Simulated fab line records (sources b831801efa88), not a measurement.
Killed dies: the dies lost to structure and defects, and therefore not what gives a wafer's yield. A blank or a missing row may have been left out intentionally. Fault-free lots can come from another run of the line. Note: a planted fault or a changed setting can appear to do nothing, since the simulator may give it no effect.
The same fault as seen by 2 desks | flow sky130 | only its own numbers are on each desk; what lay behind them is given at the end

THE METROLOGY DESK
Means of the sampled wafers that have a number, per lot and without regard to the tool the lot ran on: this is what the gauges read. The brackets show how far a lot's mean lies from the usual mean; more than 4 standard deviations puts the lot out of limits, marked OUT.
Columns: A = VIA4_HDPCVD_THK at SKY_VIA4_THK_MEAS_01, usual 1750 nm
lot  | first seen here | A
L363 | day 41 10:42    | 1742
L364 | day 42 06:08    | 1764
L365 | day 42 07:19    | 1751
L368 | day 43 05:37    | 1752
L369 | day 43 16:13    | 1737
L376 | day 45 12:28    | 1743
L380 | day 46 07:08    | 1736
L381 | day 46 17:40    | 1771
L382 | day 46 19:33    | 1744
L383 | day 47 02:23    | 1768
L384 | day 47 05:43    | 1779
L385 | day 47 09:50    | 1755
L386 | day 47 12:01    | 1749
Finding of this desk: none of the 13 lots has anything out of limits.

FOR THE TOOL OWNER'S DESK: rie diel-02
The tool's own readings at SKY_FIELD_ISO_ETCH_15 (etches the open film in CHF3/O2, stops on Si, target depth 180 nm, time 72 s): means of the sampled wafers that have a number, for each lot that ran on this tool. The brackets show how far a lot's mean lies from the usual mean; more than 4 standard deviations puts the lot out of limits, marked OUT.
Columns: A = drypump motor current A at SKY_FIELD_ISO_ETCH_15, usual 5.7 A; B = oes product au at SKY_FIELD_ISO_ETCH_15, usual 0.940 a.u.; C = throttle valve pct at SKY_FIELD_ISO_ETCH_15, usual 8.842 %
lot  | first seen here | A   | B     | C
L363 | day 2 02:57     | 6.0 | 0.941 | 8.845
L364 | day 2 11:56     | 6.2 | 0.938 | 8.838
L365 | day 2 15:42     | 6.0 | 0.930 | 8.835
L368 | day 3 08:24     | 5.9 | 0.933 | 8.844
L380 | day 5 21:39     | 5.7 | 0.941 | 8.844
L384 | day 6 19:33     | 5.7 | 0.946 | 8.849
L385 | day 6 21:50     | 5.7 | 0.944 | 8.844
Finding of this desk: none of the 7 lots has anything out of limits.

PUT TOGETHER
At the metrology desk, nothing out of limits was observed.
The tool owner's desk saw nothing out of limits.

WHAT THE SIMULATOR HAD PUT IN
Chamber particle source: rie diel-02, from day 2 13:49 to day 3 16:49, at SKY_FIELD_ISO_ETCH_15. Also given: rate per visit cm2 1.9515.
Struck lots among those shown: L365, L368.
